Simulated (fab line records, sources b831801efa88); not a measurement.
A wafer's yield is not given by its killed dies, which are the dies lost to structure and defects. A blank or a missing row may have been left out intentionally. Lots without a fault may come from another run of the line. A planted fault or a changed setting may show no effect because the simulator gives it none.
fab line records	flow sky130
[record] lots = 10	wafers = 30	lastDay = 50
route steps=708 shown METAL2@501 VIA2@520 METAL3@534 PAD_OPEN@708
lots with no fault: from the same line, run without faults
startH: hours from the record's opening day to when the first of the lot's shown wafers began	waitH: how many hours have passed since the lot's step before this one	" identical to the entry in the row above	L1.1+2: several wafers, shown together as one row	- no value, or no start was given	* or withheld: withheld	< > ~ a bound
route shown NAME@n: names a module that has steps shown in the file, with the first one's number in the route	usual: mean/standard deviation of fault-free wafers	same: alike in all rows	chamber/n: place in a boat	sites: readings site by site	_std_site: how widely they spread, as a standard deviation	_edge_site: mean of outer sites minus mean of inner sites	radiusMm: how far each site lies from the wafer's centre	mask NAME#n: copy n	behind: tool/chamber where the wafer was last shaped	hold: why the lot went on hold/how many hours it stayed there/how the hold came to an end	device: the transistor (n, p or np) that didn't switch	end of line: the same wafers' tests at the end of the route	step lacking rows: just its recipe	killed: the dies lost at the first sort to structure and to defects; this is not the yield of the wafer	map: per-die view of a wafer (x killed, . not killed, _ where there is no die)
set.NAME: the setting the step ran with; set.NAME@STEP: the setting that earlier step ran with	model.NAME: the simulator's own value behind a step, which no gauge read
a sample of lots followed through the steps of the route, with each step as a table and each wafer as a row
services: when a tool's chamber went out of use (startH, in hours from the record's first day, below 0 if earlier), for how many hours, and the reason
[[steps]]
[step SKY_METAL2_ETCH_18]
[recipe] chemistry = N2/H2	target = BARC	ionEnergyEv = 200	biasW = 100	pressureMtorr = 30	n2FlowSccm = 100	h2FlowSccm = 200	icpW = 500	stopOn = SiO2	timeS = 45.9	targetDepthA = 600
[usual] drypumpMotorCurrentA = 5.61/0.28	h2FlowSccm = 200.0/0.55	oesProductAu = 0.855/0.0051	throttleValvePct = 13.225/0.0097
lot.wafer	tool	chamber	startH	waitH	drypumpMotorCurrentA	h2FlowSccm	oesProductAu	rfHoursCounterH	throttleValvePct
L785.3	rieMetal-01	0	842.49	0.0	4.89	200.6	0.857	-	13.250
L785.4	"	1	"	"	5.96	200.3	0.861	-	13.218
L785.6	"	0	"	"	4.89	199.0	0.853	-	13.219
L786.4	rieMetal-01	1	844.16	0.0	5.98	201.7	0.843	-	13.204
L786.5	"	0	"	"	4.92	199.2	0.852	-	13.218
L786.6	"	1	"	"	5.95	201.6	0.845	-	13.213
L787.4	rieMetal-02	1	851.81	0.0	5.82	201.0	0.863	-	13.218
L787.5	"	0	"	"	5.68	199.4	0.858	-	13.234
L787.6	"	1	"	"	5.82	200.7	0.860	-	13.213
L792.1	rieMetal-02	0	892.87	0.0	5.64	200.4	0.857	9.6	13.239
L792.4	"	1	"	"	5.79	199.8	0.857	-	13.224
L792.6	"	0	"	"	5.64	200.4	0.845	-	13.232
L796.1	rieMetal-02	0	921.37	0.0	5.65	199.8	0.853	10.9	13.206
L796.2	"	1	"	"	5.79	200.2	0.851	14.4	13.231
L796.4	"	0	"	"	5.65	199.1	0.850	-	13.223
L797.1	rieMetal-02	1	932.42	0.0	5.80	200.3	0.850	14.6	13.219
L797.2	"	0	"	"	5.66	201.2	0.858	11.2	13.222
L797.6	"	0	"	"	5.66	200.5	0.850	-	13.236
L800.3	rieMetal-02	0	950.34	0.0	5.67	199.8	0.847	-	13.228
L800.4	"	1	"	"	5.81	199.3	0.853	-	13.227
L800.6	"	1	"	"	5.81	199.4	0.856	-	13.214
L802.1	rieMetal-04	1	959.54	0.0	5.68	199.4	0.851	15.3	13.231
L802.4	"	1	"	"	5.68	200.4	0.856	-	13.220
L802.6	"	0	"	"	5.36	200.7	0.857	-	13.223
L804.1	rieMetal-02	0	986.54	0.0	5.65	199.3	0.857	13.5	13.209
L804.3	"	1	"	"	5.81	199.2	0.850	-	13.221
L804.6	"	1	"	"	5.80	199.6	0.846	-	13.240
L806.2	rieMetal-02	1	988.47	0.0	5.81	200.0	0.854	17.2	13.225
L806.3	"	1	"	"	5.81	200.7	0.857	-	13.249
L806.5	"	1	"	"	5.81	200.4	0.858	-	13.232
[step SKY_VIA2_OVL_MEAS_13]
[usual] VIA2_OVL = 1/5.1
lot.wafer	tool	chamber	startH	waitH	VIA2_OVL[nm]
L785.3	overlay-02	-	870.16	0.1	7
L785.4	"	-	"	"	-2
L785.6	"	-	"	"	-4
L786.4	overlay-02	-	871.67	0.1	7
L786.5	"	-	"	"	9
L786.6	"	-	"	"	7
L787.4	overlay-02	-	878.82	0.1	6
L787.5	"	-	"	"	5
L787.6	"	-	"	"	6
L792.1	overlay-02	-	919.70	0.1	-3
L792.4	"	-	"	"	2
L792.6	"	-	"	"	-3
L796.1	overlay-01	-	947.05	0.1	2
L796.2	"	-	"	"	2
L796.4	"	-	"	"	-4
L797.1	overlay-01	-	958.71	0.1	6
L797.2	"	-	"	"	-1
L797.6	"	-	"	"	7
L800.3	overlay-01	-	975.56	0.1	7
L800.4	"	-	"	"	5
L800.6	"	-	"	"	-5
L802.1	overlay-02	-	983.70	0.1	-5
L802.4	"	-	"	"	-1
L802.6	"	-	"	"	-1
L804.1	overlay-02	-	1011.35	0.1	6
L804.3	"	-	"	"	16
L804.6	"	-	"	"	7
L806.2	overlay-01	-	1013.02	0.1	5
L806.3	"	-	"	"	8
L806.5	"	-	"	"	1
[step SKY_VIA2_CVD_21]
[recipe] material = W	targetThkNm = 420	timeS = 126.4	tempC = 400	pressureTorr = 40
[usual] heaterPowerW = 889/98
lot.wafer	tool	chamber	startH	waitH	heaterPowerW
L785.3	cvdW-02	1	871.03	0.1	882
L785.4	"	0	"	"	968
L785.6	"	1	"	"	868
L786.4	cvdW-02	0	872.53	0.1	971
L786.5	"	1	"	"	898
L786.6	"	0	"	"	1001
L787.4	cvdW-01	0	879.73	0.1	915
L787.5	"	1	"	"	767
L787.6	"	0	"	"	922
L792.1	cvdW-02	0	920.50	0.0	1021
L792.4	"	0	"	"	1025
L792.6	"	1	"	"	901
L796.1	cvdW-02	1	947.88	0.0	901
L796.2	"	0	"	"	999
L796.4	"	1	"	"	891
L797.1	cvdW-02	1	959.51	0.0	904
L797.2	"	0	"	"	999
L797.6	"	1	"	"	890
L800.3	cvdW-01	1	976.46	0.1	750
L800.4	"	0	"	"	898
L800.6	"	1	"	"	752
L802.1	cvdW-01	0	984.50	0.0	887
L802.4	"	1	"	"	740
L802.6	"	1	"	"	755
L804.1	cvdW-01	1	1012.28	0.0	754
L804.3	"	1	"	"	771
L804.6	"	1	"	"	762
L806.2	cvdW-01	0	1013.86	0.0	890
L806.3	"	0	"	"	897
L806.5	"	0	"	"	874
[step SKY_VIA2_RS_MEAS_22]
[recipe] thkMeasGauge = four-point-probe	reads = W_of_VIA2_CVD_21+TiN_of_VIA2_SPUTTER_20
[usual] VIA2_W_RS = 0.267/0.0049
lot.wafer	tool	chamber	startH	waitH	VIA2_W_RS[ohm/sq]
L785.3	filmMetro-01	-	871.16	0.1	0.262
L785.4	"	-	"	"	0.274
L785.6	"	-	"	"	0.265
L786.4	filmMetro-03	-	872.67	0.1	0.269
L786.5	"	-	"	"	0.264
L786.6	"	-	"	"	0.270
L787.4	filmMetro-01	-	879.88	0.1	0.273
L787.5	"	-	"	"	0.264
L787.6	"	-	"	"	0.269
L792.1	filmMetro-01	-	920.63	0.1	0.268
L792.4	"	-	"	"	0.268
L792.6	"	-	"	"	0.264
L796.1	filmMetro-03	-	948.01	0.1	0.203
L796.2	"	-	"	"	0.206
L796.4	"	-	"	"	0.203
L797.1	filmMetro-01	-	959.64	0.1	0.202
L797.2	"	-	"	"	0.204
L797.6	"	-	"	"	0.203
L800.3	filmMetro-04	-	976.59	0.1	0.261
L800.4	"	-	"	"	0.275
L800.6	"	-	"	"	0.263
L802.1	filmMetro-03	-	984.63	0.1	0.274
L802.4	"	-	"	"	0.262
L802.6	"	-	"	"	0.257
L804.1	filmMetro-01	-	1012.41	0.1	0.262
L804.3	"	-	"	"	0.259
L804.6	"	-	"	"	0.262
L806.2	filmMetro-01	-	1014.01	0.1	0.274
L806.3	"	-	"	"	0.273
L806.5	"	-	"	"	0.271
[step SKY_VIA2_THK_MEAS_23]
[recipe] thkMeasGauge = xrf	reads = W_of_VIA2_CVD_21
[usual] VIA2_W_THK = 433/8.4
lot.wafer	tool	chamber	startH	waitH	VIA2_W_THK[nm]
L785.3	filmMetro-01	-	871.26	0.1	434
L785.4	"	-	"	"	422
L785.6	"	-	"	"	433
L786.4	filmMetro-03	-	872.76	0.1	430
L786.5	"	-	"	"	440
L786.6	"	-	"	"	432
L787.4	filmMetro-01	-	879.97	0.1	423
L787.5	"	-	"	"	433
L787.6	"	-	"	"	427
L792.1	filmMetro-01	-	920.75	0.1	431
L792.4	"	-	"	"	429
L792.6	"	-	"	"	440
L796.1	filmMetro-03	-	948.13	0.1	-
L796.2	"	-	"	"	570
L796.4	"	-	"	"	-
L797.1	filmMetro-01	-	959.76	0.1	565
L797.2	"	-	"	"	568
L797.6	"	-	"	"	564
L800.3	filmMetro-04	-	976.69	0.1	445
L800.4	"	-	"	"	422
L800.6	"	-	"	"	441
L802.1	filmMetro-03	-	984.75	0.1	423
L802.4	"	-	"	"	440
L802.6	"	-	"	"	451
L804.1	filmMetro-01	-	1012.53	0.1	445
L804.3	"	-	"	"	447
L804.6	"	-	"	"	439
L806.2	filmMetro-01	-	1014.12	0.1	422
L806.3	"	-	"	"	420
L806.5	"	-	"	"	424
[step SKY_VIA2_CMP_24]
[recipe] stopOn = SiO2	tOverpolishS = 20	downForcePsi = 3.5	platenRpm = 60	targetThkNm = 0	padVelocityMS = 0.94248
[usual] motorCurrentA = 10.4/0.81	timeToEndpointS = 102/5.7
lot.wafer	tool	chamber	startH	waitH	motorCurrentA	timeToEndpointS
L785.3	cmp-02	3	871.30	0.0	10.4	114
L785.4	"	0	"	"	11.3	97
L785.6	"	3	"	"	9.3	107
L786.4	cmp-01	1	872.79	0.0	10.6	105
L786.5	"	1	"	"	10.8	105
L786.6	"	2	"	"	9.6	94
L787.4	cmp-01	3	880.15	0.2	10.1	101
L787.6	"	0	"	"	11.7	98
L787.5	"	1	"	"	10.7	107
L792.4	cmp-01	2	920.81	0.0	9.6	91
L792.1	"	0	"	"	11.1	97
L792.6	"	3	"	"	10.5	100
L796.1	cmp-02	1	948.19	0.1	10.6	147
L796.4	"	2	"	"	9.7	141
L796.2	"	3	"	"	9.9	137
L797.2	cmp-02	2	959.87	0.1	9.3	138
L797.1	"	0	"	"	11.3	131
L797.6	"	1	"	"	10.5	141
L800.4	cmp-01	3	976.73	0.0	11.5	96
L800.3	"	2	"	"	9.4	93
L800.6	"	0	"	"	11.4	101
L802.1	cmp-01	2	984.86	0.1	9.2	92
L802.4	"	3	"	"	10.9	105
L802.6	"	2	"	"	8.9	98
L804.3	cmp-01	0	1012.76	0.2	10.6	97
L804.1	"	2	"	"	9.9	92
L804.6	"	0	"	"	10.5	98
L806.3	cmp-02	2	1014.22	0.1	9.3	106
L806.2	"	3	"	"	9.9	104
L806.5	"	1	"	"	11.3	110
[step SKY_METAL3_SPUTTER_02]
[recipe] material = AlCu	targetThkNm = 735	powerW = 10600	timeS = 39.1	chamberPressurePa = 0.4
[usual] throttleValvePct = 29.9/1.2
lot.wafer	tool	chamber	startH	waitH	throttleValvePct
L785.3	pvdSputter-02	-	871.65	0.0	32.3
L785.4	"	-	"	"	32.1
L785.6	"	-	"	"	31.2
L786.4	pvdSputter-04	-	873.14	0.0	28.7
L786.5	"	-	"	"	28.8
L786.6	"	-	"	"	29.3
L787.4	pvdSputter-04	-	880.35	0.0	29.1
L787.5	"	-	"	"	28.9
L787.6	"	-	"	"	29.0
L792.1	pvdSputter-02	-	921.16	0.0	29.1
L792.4	"	-	"	"	28.8
L792.6	"	-	"	"	29.2
L796.1	pvdSputter-04	-	948.54	0.0	28.8
L796.2	"	-	"	"	29.3
L796.4	"	-	"	"	28.6
L797.1	pvdSputter-04	-	960.17	0.0	29.3
L797.2	"	-	"	"	28.7
L797.6	"	-	"	"	30.8
L800.3	pvdSputter-03	-	977.07	0.0	29.9
L800.4	"	-	"	"	28.4
L800.6	"	-	"	"	31.0
L802.1	pvdSputter-02	-	985.15	0.0	31.4
L802.4	"	-	"	"	32.2
L802.6	"	-	"	"	32.4
L804.1	pvdSputter-02	-	1013.06	0.0	31.2
L804.3	"	-	"	"	29.2
L804.6	"	-	"	"	29.6
L806.2	pvdSputter-03	-	1014.51	0.0	29.9
L806.3	"	-	"	"	31.2
L806.5	"	-	"	"	31.0
[step SKY_PAD_OPEN_PROBE_99]
[usual] defectLimitedYield = 82.5/1.8	killed_at_M0_to_M3 = 43/6.6	killed_at_M4_up = 2.9/1.8	killedAtContacts = 25/5.3	killedAtFrontEnd = 15/4.1	killedAtOther = 0.3/0.6	killedDies = 86/8.8	killedOnRim = 17/3.5	killedOpen = 47/6.7	killedShort = 39/6.2	sort_bin_3_pad_short = 0.9/0.44	sort_bin_5_function = 10.3/1.6	sort_bin_6_memory = 6.3/1	sortNPass = 406/8.8	sortYieldPct = 82.5/1.8
[same] grossDies = 492	killedAtBackSide = 0	sort_bin_4_leakage[%] = 0	sort_bin_8_speed[%] = 0
lot.wafer	tool	chamber	startH	waitH	defectLimitedYield[%]	killed_at_M0_to_M3	killed_at_M4_up	killedAtContacts	killedAtFrontEnd	killedAtOther	killedDies	killedOnRim	killedOpen	killedShort	sort_bin_3_pad_short[%]	sort_bin_5_function[%]	sort_bin_6_memory[%]	sortNPass	sortYieldPct[%]
L796.1	prober-01	-	1154.46	0.1	82.3	42	5	28	12	0	87	14	50	37	0.8	8.5	8.3	405	82.3
L796.2	prober-01	-	1154.51	0.1	85.0	36	5	19	14	0	74	10	43	30	0.4	10.0	4.7	418	85.0
L796.4	prober-01	-	1154.61	0.2	79.7	49	6	25	16	4	100	17	46	52	1.0	12.2	7.1	392	79.7
L800.3	prober-01	-	1176.62	0.2	83.9	38	3	30	8	0	79	16	43	36	0.6	10.6	4.9	413	83.9
L800.4	prober-01	-	1176.67	0.2	87.0	29	2	26	7	0	64	18	33	31	0.6	8.5	3.9	428	87.0
L800.6	prober-01	-	1176.77	0.2	83.1	43	8	17	15	0	83	16	39	44	1.0	10.2	5.7	409	83.1
L802.1	prober-01	-	1180.08	0.1	83.1	36	7	25	15	0	83	14	57	24	0.2	10.6	6.1	409	83.1
L802.4	prober-01	-	1180.23	0.2	83.1	39	3	25	16	0	83	18	48	35	1.0	8.9	6.9	409	83.1
L802.6	prober-01	-	1180.33	0.2	82.1	46	1	18	23	0	88	15	46	42	1.2	9.8	6.9	404	82.1
L804.1	prober-01	-	1199.09	0.1	80.9	45	4	24	20	1	94	14	55	38	1.6	10.4	7.1	398	80.9
L804.3	prober-01	-	1199.19	0.2	80.7	52	4	22	17	0	95	16	50	45	1.2	10.8	7.3	397	80.7
L804.6	prober-01	-	1199.34	0.2	82.3	42	0	30	14	1	87	15	54	32	0.8	11.8	5.1	405	82.3
L806.2	prober-01	-	1201.20	0.1	82.3	44	3	21	19	0	87	14	49	38	0.6	11.2	5.9	405	82.3
L806.3	prober-01	-	1201.25	0.2	83.3	47	1	21	13	0	82	19	54	27	1.2	10.6	4.9	410	83.3
L806.5	prober-01	-	1201.35	0.2	84.6	33	2	27	14	0	76	21	42	34	0.8	7.5	7.1	416	84.6
// killed by level:class
L796.1 LI_CONTACT:geometricParticle:open=13 CONTACT:geometricParticle:open=9 VIA1:geometricParticle:open=7 VIA2:geometricParticle:open=6 METAL1:geometricParticle:short=6 METAL2:geometricParticle:short=6 VIA3:geometricParticle:open=5 POLY_GATE:geometricParticle:open=4
L796.2 CONTACT:geometricParticle:open=6 VIA1:geometricParticle:open=6 VIA3:geometricParticle:open=6 LI_CONTACT:geometricParticle:open=5 VIA2:geometricParticle:open=5 POLY_GATE:geometricParticle:short=4 METAL2:geometricParticle:open=4 CONTACT:geometricParticle:short=4
L796.4 VIA2:geometricParticle:open=10 LI_CONTACT:geometricParticle:open=8 CONTACT:geometricParticle:open=8 METAL1:geometricParticle:short=8 FIELD_ISO:geometricParticle:short=7 VIA3:geometricParticle:open=6 METAL2:geometricParticle:short=5 CONTACT:geometricParticle:short=5
L800.3 LI_CONTACT:geometricParticle:open=10 CONTACT:geometricParticle:open=10 METAL2:geometricParticle:short=7 VIA3:geometricParticle:open=7 VIA2:geometricParticle:open=6 METAL1:geometricParticle:short=6 VIA1:geometricParticle:open=5 CONTACT:geometricParticle:short=5
L800.4 LI_CONTACT:geometricParticle:open=11 VIA1:geometricParticle:open=9 LOCAL_INTERCONNECT:geometricParticle:short=5 CONTACT:geometricParticle:short=5 VIA2:geometricParticle:short=4 VIA1:geometricParticle:short=4 VIA3:geometricParticle:open=3 LI_CONTACT:geometricParticle:short=3
L800.6 VIA1:geometricParticle:short=8 VIA1:geometricParticle:open=8 LI_CONTACT:geometricParticle:short=7 METAL2:geometricParticle:short=6 CONTACT:geometricParticle:open=6 METAL4:geometricParticle:short=6 METAL1:geometricParticle:open=5 POLY_GATE:geometricParticle:open=4
L802.1 VIA1:geometricParticle:open=14 CONTACT:geometricParticle:open=9 LI_CONTACT:geometricParticle:open=7 POLY_GATE:geometricParticle:short=5 VIA3:geometricParticle:open=5 METAL2:geometricParticle:short=5 VIA2:geometricParticle:open=5 LI_CONTACT:geometricParticle:short=4
L802.4 LI_CONTACT:geometricParticle:open=9 VIA2:geometricParticle:open=9 CONTACT:geometricParticle:open=8 VIA1:geometricParticle:open=7 FIELD_ISO:geometricParticle:short=5 VIA1:geometricParticle:short=4 POLY_GATE:geometricParticle:open=4 METAL1:geometricParticle:short=4
L802.6 POLY_GATE:geometricParticle:open=8 VIA3:geometricParticle:open=8 METAL1:geometricParticle:short=8 LI_CONTACT:geometricParticle:open=7 VIA1:geometricParticle:open=7 POLY_GATE:geometricParticle:short=6 METAL3:geometricParticle:short=6 FIELD_ISO:geometricParticle:open=5
L804.1 VIA1:geometricParticle:open=13 VIA3:geometricParticle:open=10 CONTACT:geometricParticle:open=9 VIA2:geometricParticle:open=9 LOCAL_INTERCONNECT:geometricParticle:short=6 POLY_GATE:geometricParticle:open=5 CONTACT:geometricParticle:short=5 METAL1:geometricParticle:short=5
L804.3 VIA1:geometricParticle:open=12 VIA2:geometricParticle:open=9 VIA3:geometricParticle:open=8 FIELD_ISO:geometricParticle:short=6 LOCAL_INTERCONNECT:geometricParticle:short=6 CONTACT:geometricParticle:open=6 METAL2:geometricParticle:short=6 METAL1:geometricParticle:short=5
L804.6 VIA1:geometricParticle:open=14 CONTACT:geometricParticle:open=9 LI_CONTACT:geometricParticle:open=8 LOCAL_INTERCONNECT:geometricParticle:short=7 VIA3:geometricParticle:open=7 VIA2:geometricParticle:open=6 CONTACT:geometricParticle:short=5 FIELD_ISO:geometricParticle:short=3
L806.2 METAL2:geometricParticle:short=10 CONTACT:geometricParticle:open=7 METAL1:geometricParticle:short=7 VIA2:geometricParticle:open=7 FIELD_ISO:geometricParticle:open=6 VIA1:geometricParticle:open=6 POLY_GATE:geometricParticle:open=4 LI_CONTACT:geometricParticle:open=4
L806.3 VIA1:geometricParticle:open=21 VIA2:geometricParticle:open=8 LI_CONTACT:geometricParticle:open=7 VIA3:geometricParticle:short=6 FIELD_ISO:geometricParticle:open=5 POLY_GATE:geometricParticle:short=5 CONTACT:geometricParticle:short=5 CONTACT:geometricParticle:open=4
L806.5 CONTACT:geometricParticle:open=12 VIA1:geometricParticle:open=9 METAL1:geometricParticle:short=7 VIA2:geometricParticle:open=5 POLY_GATE:geometricParticle:short=4 LI_CONTACT:geometricParticle:open=4 LOCAL_INTERCONNECT:geometricParticle:short=4 CONTACT:geometricParticle:short=4
[[services]]
tool	chamber	startH	hours	kind
cvdW-01	-	821.57	0.5	repair
cvdW-02	-	839.45	1.7	repair
pvdSputter-02	-	852.24	1.9	repair
cmp-01	-	854.20	1.3	repair
cmp-02	-	883.33	2.3	repair
cmp-02	-	885.61	5.8	pm
cmp-02	-	897.45	2.5	repair
cvdW-02	1	900.02	12.1	repair
cmp-02	-	903.28	4.3	repair
cvdW-01	-	904.00	14.0	pm
cmp-01	-	912.00	4.0	pm
pvdSputter-04	-	914.72	5.5	repair
cmp-01	-	924.26	0.3	repair
cmp-02	-	924.80	4.7	pm
cvdW-02	-	930.87	1.4	repair
cmp-02	-	953.36	2.3	repair
cvdW-01	-	956.95	1.1	repair
cmp-01	-	957.79	1.6	repair
cmp-01	-	959.43	6.8	repair
cmp-01	-	959.65	2.7	repair
pvdSputter-02	-	964.56	1.4	repair
cvdW-02	1	978.08	4.3	repair
cvdW-01	-	990.96	6.9	pm
cvdW-02	-	999.65	14.6	pm
[[key]]
[firstSign] step = SKY_VIA2_RS_MEAS_22	reading = VIA2_W_RS	direction = down	sigmas = 13	usual = 0.267	struck = 0.204
[effect] step = SKY_VIA2_THK_MEAS_23	reading = VIA2_W_THK	direction = up	sigmas = 16	usual = 433	struck = 567
[effect] step = SKY_VIA2_CMP_24	reading = timeToEndpointS	direction = up	sigmas = 6.5	usual = *	struck = *
metAt SKY_VIA2_CVD_21
struckLots L796,L797
notActingAt SKY_METAL2_ETCH_18,SKY_VIA2_OVL_MEAS_13,SKY_METAL3_SPUTTER_02
onsetBetween 920.50 947.88
[fault] kind = processParameterDrift	tool = cvdW-02	chamber = -	onsetH = 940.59	steps = SKY_VIA2_CVD_21	channel = targetThkNm	offset = 130.23	shape = step	endH = 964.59	actsIn = theseRecipesOnly	stated = 420
